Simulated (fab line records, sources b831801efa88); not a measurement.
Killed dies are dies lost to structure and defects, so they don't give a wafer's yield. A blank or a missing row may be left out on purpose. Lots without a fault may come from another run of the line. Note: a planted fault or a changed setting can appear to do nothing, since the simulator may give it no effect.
Which of the tools did it? :: flow sky130 :: 12 lots, 36 wafers sampled, at 3 steps of a route of 708

## WHAT EACH GAUGE READ, for each wafer
SKY_VIA2_CD_MEAS_12: target cd 200 nm.
lot: L714
measured: day 37 00:49
on: cd sem-01
cd nm (nm): 201.0 200.9 201.6

lot: L715
measured: day 37 02:08
on: cd sem-01
cd nm (nm): 198.6 200.7 199.9

lot: L716
measured: day 37 20:25
on: cd sem-02
cd nm (nm): 199.6 199.8 200.9

lot: L717
measured: day 37 21:31
on: cd sem-02
cd nm (nm): 198.8 198.2 199.8

lot: L719
measured: day 38 09:10
on: cd sem-01
cd nm (nm): 200.6 200.3 200.4

lot: L718
measured: day 38 10:55
on: cd sem-02
cd nm (nm): 197.9 198.1 198.5

lot: L720
measured: day 38 20:21
on: cd sem-02
cd nm (nm): 202.6 202.4 201.7

lot: L721
measured: day 38 21:52
on: cd sem-02
cd nm (nm): 200.7 200.8 201.4

lot: L724
measured: day 40 11:25
on: cd sem-02
cd nm (nm): 199.7 200.6 199.8

lot: L727
measured: day 40 23:28
on: cd sem-01
cd nm (nm): 200.4 202.7 201.5

lot: L728
measured: day 41 04:56
on: cd sem-02
cd nm (nm): 200.1 199.2 199.2

lot: L729
measured: day 41 15:08
on: cd sem-02
cd nm (nm): 198.0 198.0 198.3

SKY_VIA2_OVL_MEAS_13.
lot: L714
measured: day 37 00:56
on: overlay-02
VIA2_OVL (nm): 2 -1 -7

lot: L715
measured: day 37 02:14
on: overlay-02
VIA2_OVL (nm): 0 5 1

lot: L716
measured: day 37 20:32
on: overlay-02
VIA2_OVL (nm): 9 12 6

lot: L717
measured: day 37 21:38
on: overlay-02
VIA2_OVL (nm): -1 -5 3

lot: L719
measured: day 38 09:17
on: overlay-02
VIA2_OVL (nm): 4 5 10

lot: L718
measured: day 38 11:02
on: overlay-02
VIA2_OVL (nm): 9 3 10

lot: L720
measured: day 38 20:26
on: overlay-02
VIA2_OVL (nm): 16 14 13

lot: L721
measured: day 38 21:57
on: overlay-02
VIA2_OVL (nm): 3 1 5

lot: L724
measured: day 40 11:30
on: overlay-02
VIA2_OVL (nm): 42 40 41

lot: L727
measured: day 40 23:35
on: overlay-01
VIA2_OVL (nm): 8 -9 -2

lot: L728
measured: day 41 05:02
on: overlay-02
VIA2_OVL (nm): 45 41 40

lot: L729
measured: day 41 15:14
on: overlay-01
VIA2_OVL (nm): 37 35 35

## EACH LOT AND THE TOOL THAT RAN IT (in order: tool; ch and the chambers of the sampled wafers; start)
lot: L714
SKY_VIA2_EXPOSE_09: krf scanner-01 ch 0, day 36 12:20

lot: L715
SKY_VIA2_EXPOSE_09: krf scanner-01 ch 0, day 36 13:38

lot: L716
SKY_VIA2_EXPOSE_09: krf scanner-02 ch 0, day 37 07:50

lot: L717
SKY_VIA2_EXPOSE_09: krf scanner-02 ch 0, day 37 08:34

lot: L719
SKY_VIA2_EXPOSE_09: krf scanner-02 ch 0, day 37 19:43

lot: L718
SKY_VIA2_EXPOSE_09: krf scanner-01 ch 0, day 37 22:35

lot: L720
SKY_VIA2_EXPOSE_09: krf scanner-01 ch 0, day 38 07:48

lot: L721
SKY_VIA2_EXPOSE_09: krf scanner-02 ch 0, day 38 10:07

lot: L724
SKY_VIA2_EXPOSE_09: krf scanner-01 ch 0, day 39 23:54

lot: L727
SKY_VIA2_EXPOSE_09: krf scanner-02 ch 0, day 40 12:17

lot: L728
SKY_VIA2_EXPOSE_09: krf scanner-01 ch 0, day 40 17:36

lot: L729
SKY_VIA2_EXPOSE_09: krf scanner-01 ch 0, day 41 02:59
- SKY_VIA2_EXPOSE_09: exposes mask VIM2, target cd 200 nm.

## WHAT THE TOOLS THEMSELVES READ (means of the sampled wafers that have a number; where no wafer has one, the mark that the record gives instead)
The record holds no such reading with a usual standard deviation.

## THE ANSWER, worked out from the rows above alone
Rule: the lots themselves supply what counts as usual. Put in order of their means at a reading, lots are off if they are a third of the lots or fewer, leave a main group of 4 or more, and stand apart from it by a gap of 3 or more times the standard deviation of the main group's means; of several such gaps the widest counts. A main group is skipped when, at the precision printed for the reading in the tables above, its means are all equal. A lot without any number at a reading at which 4 lots or more have one is off too. Where the step has rows for the other lots, those lots are counted as sound. After the gauges, taken in route order, come the tools' own readings; for these a lot's mean is taken, as printed above. The first step at which some lot is off is used, and at that step the reading that is off furthest; a lot without a number counts as furthest.
Off: L724, L728, L729, at SKY_VIA2_OVL_MEAS_13 (VIA2_OVL). Main group: mean 4 nm, sd 5.2.
A tool fits if, at a process step before that reading, it ran every lot that is off, and no sound lot after the first of them. Gauges at SKY_VIA2_OVL_MEAS_13: tried the same way as those tools. One fits: krf scanner-01 at SKY_VIA2_EXPOSE_09. Its last sound lot is L720 (day 38 07:48), its first lot that is off L724 (day 39 23:54): a fault that began between those two fits.

## WHAT WAS PUT IN BY THE SIMULATOR
Scanner matching overlay: krf scanner-01, from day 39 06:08 on, at SKY_VIA2_EXPOSE_09. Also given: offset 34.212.
Shown lots that were struck: L724, L728, L729. The same result came from the rule above.
